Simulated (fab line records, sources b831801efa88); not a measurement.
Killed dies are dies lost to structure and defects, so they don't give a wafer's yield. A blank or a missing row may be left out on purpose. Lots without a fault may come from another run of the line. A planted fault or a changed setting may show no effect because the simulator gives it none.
Chamber matching | flow sfq_line | SFQ_TRILAYER_A5C_DEP_PECVD_142 on pecvd-01: 3 sister chambers
The step deposits SiO2 from SiH4/N2O, time 15.556 s, target thk 70 nm. 6 wafers are shown with their chamber, then 8 later ones without.

WAFERS WITH THEIR CHAMBER
wafer  | chamber | heater_power_w (W) | throttle_valve_pct (%)
L566.3 | 2       | 109                | 26.6
L566.5 | 1       | 79                 | 27.7
L568.3 | 2       | 108                | 26.6
L572.5 | 1       | 75                 | 28.0
L572.6 | 0       | 72                 | 26.3
L573.2 | 0       | 72                 | 26.5

WAFERS WITHOUT THEIR CHAMBER
wafer  | heater_power_w (W) | throttle_valve_pct (%)
L573.3 | 70                 | 27.7
L573.5 | 73                 | 28.0
L575.1 | 78                 | 27.9
L575.2 | 79                 | 26.3
L575.6 | 77                 | 27.9
L576.1 | 70                 | 28.0
L576.2 | 99                 | 26.8
L576.6 | 70                 | 27.8

WHICH CHAMBER EACH WENT THROUGH
wafer  | from the rows above | in truth
L573.3 | 1                   | 1
L573.5 | 1                   | 1
L575.1 | 1                   | 1
L575.2 | 0                   | 0
L575.6 | 1                   | 1
L576.1 | 1                   | 1
L576.2 | 2                   | 2
L576.6 | 1                   | 1
Placed correctly: 8 of 8. Can't be placed from these rows: 0. Placed wrongly: 0.
How it was worked out, from the rows above alone: a wafer's distance from a chamber is the root of the sum, over the readings, of the square of ((its reading less the chamber's mean) divided by the reading's scatter). The wafer belongs to the nearest chamber; if the next one is less than 2 further off, it can't be placed. A chamber's mean is the mean of its shown wafers. The scatter: the root of (the sum of the squares of (reading less its chamber's mean) over the shown wafers, divided by (wafers less chambers)).
